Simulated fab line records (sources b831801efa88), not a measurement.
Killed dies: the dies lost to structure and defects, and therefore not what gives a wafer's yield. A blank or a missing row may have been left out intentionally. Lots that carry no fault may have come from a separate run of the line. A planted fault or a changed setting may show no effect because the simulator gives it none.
A struck lot beside a sound one :: flow sky130 :: 21 out of 708 route steps
Sound: wafers L912.1, L912.4, L912.5. Struck: wafers L924.1, L924.3, L924.5. The cause is named last.
Per side, at each step with rows, come the tool, then ch with its chambers, and then its first start. Under that, the readings that differ: sound wafers :: struck wafers :: difference of the means :: sigmas: that difference in standard deviations of wafers without a fault.
alike: a reading whose means differ by less than 2 such deviations, as well as words and numbers matching on both sides. not compared: withheld readings; readings where some wafer has no value; bounds like >300 that might hide an equal value; numbers whose values overlap and for which the record gives no deviation.
A row with sigmas, a row that says differs or no value, or rows on one side alone: a step with any of these is where the two part. Numbers that have no deviation but don't overlap get no sigmas and don't part them. A reading that every wafer of one side lacks parts them only if that side has two wafers or more.

first, 4 steps without rows for these wafers: SKY_METAL3_STRIP_20 (strips in post etch residue remover, time 1200 s); SKY_METAL3_CLEAN_21 (cleans in IPA, time 180 s); SKY_METAL3_CLEAN_22 (cleans in O3/DIW); SKY_VIA3_HDPCVD_00 (deposits SiO2, target thk 1635 nm, time 272.5 s).
SKY_VIA3_THK_MEAS_01:
  sound: film-metro-01 at day 39 02:49; struck: film-metro-03 at day 42 09:13
  alike: VIA3_HDPCVD_THK
SKY_VIA3_CMP_02: polishes SiO2.
  sound on cmp-01 ch 2,3, day 39 02:53; struck on cmp-01 ch 1,3, day 42 09:17
  alike: motor-current-A, platen-rpm
SKY_VIA3_BOW_MEAS_03:
  sound: film-metro-04 at day 39 03:11; struck: film-metro-04 at day 42 09:35
reading: VIA3_BOW (um)
sound: 103 72 85
struck: 77 64 65
difference: -18
sigmas: -2
then, 5 steps without rows for these wafers: SKY_VIA3_DEHYDRATE_04 (time 60 s); SKY_VIA3_HMDS_05 (prime time 60 s); SKY_VIA3_COAT_06 (resist thk 60 nm); SKY_VIA3_COAT_07 (resist thk 450 nm); SKY_VIA3_SOFTBAKE_08 (time 90 s).
SKY_VIA3_EXPOSE_09: exposes mask VIM3, target cd 200 nm.
  sound on krf-scanner-02 ch 0, day 39 15:50; struck on krf-scanner-02 ch 0, day 42 21:16
reading: exposure-dose-mJ-cm2
sound: 37.90 37.96 37.90
struck: 39.56 39.65 39.66
difference: +1.70
sigmas: +52
  alike: mask, focus-offset-nm
then, 2 steps without rows for these wafers: SKY_VIA3_PEB_10; SKY_VIA3_DEVELOP_11 (develop time 60 s).
SKY_VIA3_CD_MEAS_12: the cd target is 200 nm.
  sound: cd-sem-02 at day 40 03:38; struck: cd-sem-02 at day 43 08:16
reading: cd-nm (nm)
sound: 200.8 199.4 201.3
struck: 124.4 167.7 121.4
difference: -62.7
sigmas: -57
SKY_VIA3_OVL_MEAS_13:
  sound: overlay-02 at day 40 03:45; struck: overlay-01 at day 43 08:23
  alike: VIA3_OVL
SKY_VIA3_ETCH_14: etches BARC in N2/H2, stops on SiO2, time 45.9 s, target depth 60 nm.
  sound on rie-diel-03 ch 1,3, day 40 03:47; struck on rie-diel-01 ch 1,2,3, day 43 08:25
reading: model.VIA3.cd-nm (nm)
sound: 200.3 200 201.2
struck: 125 167.4 121.4
difference: -63
sigmas: 
  alike: drypump-motor-current-A, h2-flow-sccm, oes-product-au, throttle-valve-pct
  not compared: rf-hours-counter-h
SKY_VIA3_ETCH_15: etches SiO2 in C4F8/O2/Ar, stops on TiN, target depth 507 nm, time 78 s.
  sound on rie-diel-03 ch 1,3, day 40 03:49; struck on rie-diel-01 ch 1,2,3, day 43 08:28
reading: model.VIA3.cd-nm (nm)
sound: 203.3 199.7 201.8
struck: 127.9 169 118.9
difference: -63.0
sigmas: 
  alike: oes-product-au
  not compared: rf-hours-counter-h
SKY_VIA3_STRIP_16: strips in O2/N2.
  sound on plasma-asher-01 ch 0,1, day 40 03:53; struck on plasma-asher-01 ch 0, day 43 08:31
reading: strip-time-to-endpoint-s (s)
sound: 4.097 4.109 4.090
struck: 4.176 4.149 4.140
difference: +0.056
sigmas: +2
  alike: drypump-motor-current-A, oes-product-au
  not compared: rf-hours-counter-h
-- the record jumps here: 6 days lie between the struck wafers' starts before and after (it left off in module VIA3 and takes up again in module PAD_OPEN, whose first step shown is number 708 of the route) --
SKY_PAD_OPEN_PROBE_99:
  only the struck wafers here have rows in the record (prober-02, day 48 22:34); the sound ones have none

## WHERE THEY PART
Earliest at SKY_VIA3_BOW_MEAS_03; latest, in this record, at SKY_PAD_OPEN_PROBE_99.

WHY: what the simulator had put in
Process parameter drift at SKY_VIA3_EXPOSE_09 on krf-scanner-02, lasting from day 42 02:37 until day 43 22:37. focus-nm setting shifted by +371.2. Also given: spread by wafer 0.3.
